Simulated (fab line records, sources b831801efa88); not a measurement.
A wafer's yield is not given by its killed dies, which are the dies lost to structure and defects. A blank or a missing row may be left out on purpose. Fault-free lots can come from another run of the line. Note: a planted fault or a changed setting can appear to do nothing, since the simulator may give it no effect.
Which tool did it? ; flow sky130 ; 7 lots, 21 wafers sampled, at 5 steps of a route of 708

WHAT EACH GAUGE READ, for each wafer
SKY_VIA2_THK_MEAS_01.
lot;measured;on;VIA2_HDPCVD_THK (nm)
L130;day 36 15:08;film metro-03;1181 1190 1164
L132;day 37 00:04;film metro-03;1206 1187 1193
L135;day 38 07:04;film metro-02;1199 1208 1190
L144;day 40 13:03;film metro-03;1193 1201 1183
L147;day 41 04:34;film metro-02;1186 1192 1200
L146;day 41 11:24;film metro-02;1195 1187 1182

WHAT TOOL EACH LOT RAN ON (gives the tool, then ch and the chambers of the sampled wafers, and finally the start)
lot;SKY_VIA1_CMP_02;SKY_METAL2_SPUTTER_03;SKY_METAL2_METAL_ETCH_19;SKY_METAL2_STRIP_20
L130;cmp-02 ch 0,2,3, day 34 06:55;pvd sputter-01, day 35 11:14;rie metal-04 ch 0,1, day 36 14:19;plasma asher-01 ch 0,1, day 36 14:24
L132;cmp-02 ch 1,3, day 34 16:11;pvd sputter-03, day 35 20:09;rie metal-04 ch 0, day 36 23:11;plasma asher-01 ch 0,1, day 36 23:20
L135;cmp-02 ch 0,1,2, day 36 00:10;pvd sputter-02, day 37 03:41;rie metal-03 ch 0,1, day 38 06:16;plasma asher-03 ch 0,1, day 38 06:21
L140;cmp-01 ch 0,2,3, day 37 03:00;pvd sputter-02, day 38 07:38;rie metal-04 ch 0,1, day 39 09:26;plasma asher-04 ch 0,1, day 39 09:32
L144;cmp-02 ch 0,1, day 38 07:49;pvd sputter-01, day 39 10:48;rie metal-02 ch 0, day 40 12:11;plasma asher-03 ch 0,1, day 40 12:17
L147;cmp-01 ch 1,2, day 38 23:43;pvd sputter-03, day 40 03:01;rie metal-04 ch 0,1, day 41 03:43;plasma asher-01 ch 1, day 41 03:48
L146;cmp-02 ch 0,1,2, day 39 08:25;pvd sputter-02, day 40 10:06;rie metal-04 ch 1, day 41 10:35;plasma asher-01 ch 0,1, day 41 10:41
- SKY_VIA1_CMP_02: polishes SiO2.
- SKY_METAL2_SPUTTER_03: material Ti, target thk 5 nm, time 3.3 s.
- SKY_METAL2_METAL_ETCH_19: etches the open film in Cl2/BCl3, stops on SiO2, target depth 360 nm, time 78 s.
- SKY_METAL2_STRIP_20: strips in O2/N2.

THE ANSWER, worked out from the rows above alone
Rule: the usual values come from the lots themselves. Put in order of their means at a reading, lots are off if they are a third of the lots or fewer, leave a main group of 4 or more, and stand apart from it by a gap of 3 or more times the standard deviation of the main group's means; of several such gaps the widest counts. A main group whose means are all the same, to the digits that the tables above print for the reading, isn't used. A lot without any number at a reading at which 4 lots or more have one is off too. The other lots that the step has rows for count as sound.
None of the lots is off at any reading shown; this tells nothing.

WHAT HAD BEEN PUT IN BY THE SIMULATOR
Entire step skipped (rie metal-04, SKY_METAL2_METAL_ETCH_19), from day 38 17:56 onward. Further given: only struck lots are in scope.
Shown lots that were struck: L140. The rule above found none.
